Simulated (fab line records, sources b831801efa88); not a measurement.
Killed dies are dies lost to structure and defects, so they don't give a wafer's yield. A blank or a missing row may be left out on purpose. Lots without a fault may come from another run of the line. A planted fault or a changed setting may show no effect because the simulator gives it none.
Which tool did it? | flow gf180mcu | 12 lots, 36 wafers sampled, at 3 steps of a route of 602

WHAT THE GAUGES READ, wafer by wafer
GF_M2_CD_MEAS_14: target cd 280 nm.
lot  | measured     | on        | cd_nm (nm)
L075 | day 19 07:36 | cd_sem-02 | 278.9 279.2 280.7
L077 | day 20 10:53 | cd_sem-02 | 280.2 279.2 281.5
L079 | day 21 01:49 | cd_sem-01 | 280.3 279.7 279.8
L081 | day 21 22:02 | cd_sem-02 | 279.0 279.3 277.5
L083 | day 22 15:25 | cd_sem-02 | 281.5 281.8 281.9
L085 | day 23 10:45 | cd_sem-01 | 283.0 283.0 281.9
L087 | day 24 05:29 | cd_sem-01 | 278.9 279.2 278.6
L089 | day 24 17:59 | cd_sem-02 | 279.6 279.1 278.5
L091 | day 25 15:26 | cd_sem-02 | 278.1 277.5 278.8
L093 | day 25 20:03 | cd_sem-02 | 278.5 277.8 277.3
L095 | day 26 09:51 | cd_sem-02 | 280.8 279.9 280.2
L097 | day 27 03:22 | cd_sem-02 | 279.6 279.9 280.5

WHICH TOOL RAN EACH LOT (tool, then ch and the chambers of the sampled wafers, then the start)
lot  | GF_HV_LDD_ETCHBACK_58              | GF_M2_SPUTTER_00
L075 | rie_diel-01 ch 0,1,2, day 12 15:53 | pvd_sputter-02, day 18 06:50
L077 | rie_diel-02 ch 1,2, day 13 15:05   | pvd_sputter-02, day 19 10:43
L079 | rie_diel-04 ch 1,2,3, day 14 01:51 | pvd_sputter-01, day 20 01:28
L081 | rie_diel-01 ch 0,1,2, day 14 21:17 | pvd_sputter-02, day 20 22:53
L083 | rie_diel-04 ch 0,1,3, day 15 13:55 | pvd_sputter-02, day 21 16:04
L085 | rie_diel-02 ch 0,1,2, day 16 08:10 | pvd_sputter-01, day 22 11:53
L087 | rie_diel-04 ch 1,2,3, day 17 04:44 | pvd_sputter-02, day 23 06:56
L089 | rie_diel-01 ch 0,3, day 17 17:28   | pvd_sputter-04, day 23 19:46
L091 | rie_diel-02 ch 0,1, day 18 13:24   | pvd_sputter-04, day 24 17:16
L093 | rie_diel-04 ch 0,3, day 18 22:40   | pvd_sputter-01, day 24 22:47
L095 | rie_diel-01 ch 1,2,3, day 19 12:00 | pvd_sputter-02, day 25 12:34
L097 | rie_diel-04 ch 0,1,3, day 20 09:46 | pvd_sputter-01, day 26 06:28
- GF_HV_LDD_ETCHBACK_58: etches Si3N4 in CH3F/O2, stops on SiO2, time 100 s, target depth 90 nm.
- GF_M2_SPUTTER_00: material Ti, target thk 37.5 nm, time 150 s.

THE ANSWER, worked out from the rows above alone
Rule: what is usual is taken from the lots themselves. Put in order of their means at a reading, lots are off if they are a third of the lots or fewer, leave a main group of 4 or more, and stand apart from it by a gap of 3 or more times the standard deviation of the main group's means; of several such gaps the widest counts. A main group whose means are all the same, to the digits that the tables above print for the reading, isn't used. A lot without any number at a reading at which 4 lots or more have one is off too. The other lots that the step has rows for count as sound.
No lot is off at any reading shown: from this, nothing can be told.

WHAT THE SIMULATOR HAD PUT IN
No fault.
